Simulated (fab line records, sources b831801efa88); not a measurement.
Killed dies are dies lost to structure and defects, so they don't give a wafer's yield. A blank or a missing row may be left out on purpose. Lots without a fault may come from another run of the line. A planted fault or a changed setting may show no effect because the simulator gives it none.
Problem report in the 8D (eight disciplines) form, filled by code | flow gf180mcu | the parts of the form that need people (team, actions taken, sign-off) are left out

1. THE PROBLEM
strip_time_to_endpoint_s at GF_M1_STRIP_17 reads a mean of 8.24 s on 6 wafers of 2 lots; wafers without a fault read 7.91 s with a standard deviation of 0.043. That is +7.7 standard deviations from the usual mean.
The step: strips in O2/N2.
First seen on wafer L800.1, day 22 21:40, on plasma_asher-02. The record holds 36 wafers of 12 lots with a number at this step. Rule for "out", or "out of limits": more than 4 standard deviations from the usual mean. The other wafers with a number count as sound.

2. WHAT IT IS AND WHAT IT IS NOT
question                    | is                       | is not
which readings at this step | strip_time_to_endpoint_s | drypump_motor_current_A, heater_power_w
which lots                  | L800, L801               | L786, L790, L791, L792, L793, L794, L802, L806, L807, L809
which wafers of those lots  | all that have a number   | -
read on which tools         | plasma_asher-02          | plasma_asher-01, plasma_asher-03
when                        | from day 22 21:40        | up to then (18 sound wafers); but 12 sound wafers of L802, L806, L807, L809 came after

3. SUSPECTS, AND WHAT RULES EACH OUT
Counting: a tool at a process step up to the reading stays a suspect if it ran every lot that is out and no sound lot after the first of them.
- cmp-02 at GF_CONTACT_CMP_04 (polishes SiO2): kept. It ran every lot that is out, first L800 (day 20 20:10), and no sound lot after that; its last sound lot up to then is L791 (day 17 01:47).
- pvd_sputter-04 at GF_M1_SPUTTER_00 (material Ti, target thk 37.5 nm, time 150 s): ruled out as a lasting fault. Sound lots L806 ran on it after its first lot that is out, L800 (day 21 21:46).
- litho_track-03 at GF_M1_COAT_09 (resist thk 1000 nm): kept. It ran every lot that is out, first L800 (day 22 09:10), and no sound lot after that; its last sound lot up to then is L793 (day 18 23:14).
- litho_track-02 at GF_M1_PEB_12 (peb time 91.55 s): ruled out as a lasting fault. Sound lots L807 ran on it after its first lot that is out, L800 (day 22 21:40). GF_M1_PEB_12 gives no start for some lots, so the hours and the order of its lots are those of GF_M1_STRIP_17.
- plasma_asher-02 at GF_M1_STRIP_17 (strips in O2/N2): kept. It ran every lot that is out, first L800 (day 22 21:40), and no sound lot after that; its last sound lot up to then is L793 (day 19 12:04). Its own readings are out on those wafers: strip_time_to_endpoint_s.
Left after counting: cmp-02 at GF_CONTACT_CMP_04, litho_track-03 at GF_M1_COAT_09, plasma_asher-02 at GF_M1_STRIP_17.

4. THE CAUSE (what the simulator had put in)
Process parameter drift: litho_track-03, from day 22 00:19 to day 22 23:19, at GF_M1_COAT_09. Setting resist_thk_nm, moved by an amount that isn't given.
Counting left 3 suspects, and this tool is among them.

5. THE CHAIN OF EFFECTS, in route order
Each row: a reading whose mean over the struck wafers that have a number lies more than 3 standard deviations from the usual. Only readings for which the record gives a usual standard deviation are gone through. hours: the time from each lot's start at the first step in this table that gives one to its start at this step, as a median over the lots. sigmas: the change in usual standard deviations.
hours | step           | reading                  | usual  | on struck wafers | change | sigmas
0     | GF_M1_STRIP_17 | strip_time_to_endpoint_s | 7.91 s | 8.24             | +0.33  | +7.7
The process steps in it:
- GF_M1_STRIP_17: strips in O2/N2.

6. WHAT WOULD HAVE CAUGHT IT SOONER
In this record the first reading out of limits was taken at day 22 21:40, 21 hours after the fault began at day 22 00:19.
All the lots that are out (2) had begun GF_M1_COAT_09 on litho_track-03 by day 22 21:40. A hold on the tool at that time would have spared none of them.
